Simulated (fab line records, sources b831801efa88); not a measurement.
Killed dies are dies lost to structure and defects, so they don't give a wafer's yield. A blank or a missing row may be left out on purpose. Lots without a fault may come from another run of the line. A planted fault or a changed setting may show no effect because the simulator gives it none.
One fault seen from 2 desks | flow gf180mcu | each desk has only its own numbers; what lay behind them comes last

THE TOOL OWNER'S DESK: implanter-04
The tool's own readings at GF_HV_LDD_IMPLANT_21: means of the sampled wafers that have a number, for each lot that ran on this tool. A lot is out of limits, marked OUT, if its mean lies more than 4 standard deviations from the usual mean; the brackets give that distance.
Columns: A = dose_ions_cm2 at GF_HV_LDD_IMPLANT_21, usual 4.998e+13; B = faraday_current_uA at GF_HV_LDD_IMPLANT_21, usual 283
lot  | first seen here | A                   | B
L235 | day 11 23:35    | 5.000e+13           | 285
L242 | day 14 04:00    | 4.568e+13 (-73) OUT | 265
L244 | day 14 17:02    | 4.577e+13 (-71) OUT | 260 (-4.3) OUT
This desk's finding: out of limits on L242, L244; first on L242, day 14 04:00 (dose_ions_cm2 at GF_HV_LDD_IMPLANT_21). In limits: L235.

THE METROLOGY DESK
What the gauges read, lot by lot, whatever tool the lot ran on: means of the sampled wafers that have a number. A lot is out of limits, marked OUT, if its mean lies more than 4 standard deviations from the usual mean; the brackets give that distance.
Columns: A = POLY_GATE_OVL at GF_POLY_GATE_OVL_MEAS_11, usual 0 nm; B = cd_nm at GF_HV_LDD_CD_MEAS_07, usual 400.3 nm
lot  | first seen here | A   | B
L232 | day 9 15:32     | -15 | 400.3
L233 | day 9 17:20     | -8  | 396.1
L235 | day 10 07:41    | -2  | 399.7
L237 | day 10 15:38    | 8   | 399.6
L241 | day 12 06:28    | -7  | 399.4
L242 | day 12 09:44    | 5   | 403.8
L244 | day 12 21:42    | -2  | 401.0
L246 | day 13 12:16    | 0   | 401.0
L247 | day 13 14:58    | 1   | 402.4
L249 | day 14 04:50    | -1  | 400.5
L250 | day 14 10:50    | 0   | 398.8
L253 | day 15 12:51    | -10 | 400.6
L254 | day 15 20:32    | 4   | 401.0
L255 | day 16 00:44    | 13  | 401.4
This desk's finding: nothing out of limits on any of the 14 lots.

PUT TOGETHER
The tool owner's desk could have raised an alarm at day 14 04:00, on L242, L244.
The metrology desk saw nothing out of limits.
The metrology desk has L242, L244 on record, within its limits.
Of the lots named, all ran GF_HV_LDD_IMPLANT_21 on implanter-04.

WHAT THE SIMULATOR HAD PUT IN
Process parameter drift: implanter-04, from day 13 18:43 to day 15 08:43, at GF_HV_LDD_IMPLANT_21. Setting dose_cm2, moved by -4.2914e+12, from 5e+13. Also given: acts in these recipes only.
Lots struck among those shown: L242, L244.
Hours from the fault's start to each desk's first reading out of limits: the tool owner's desk, 9.
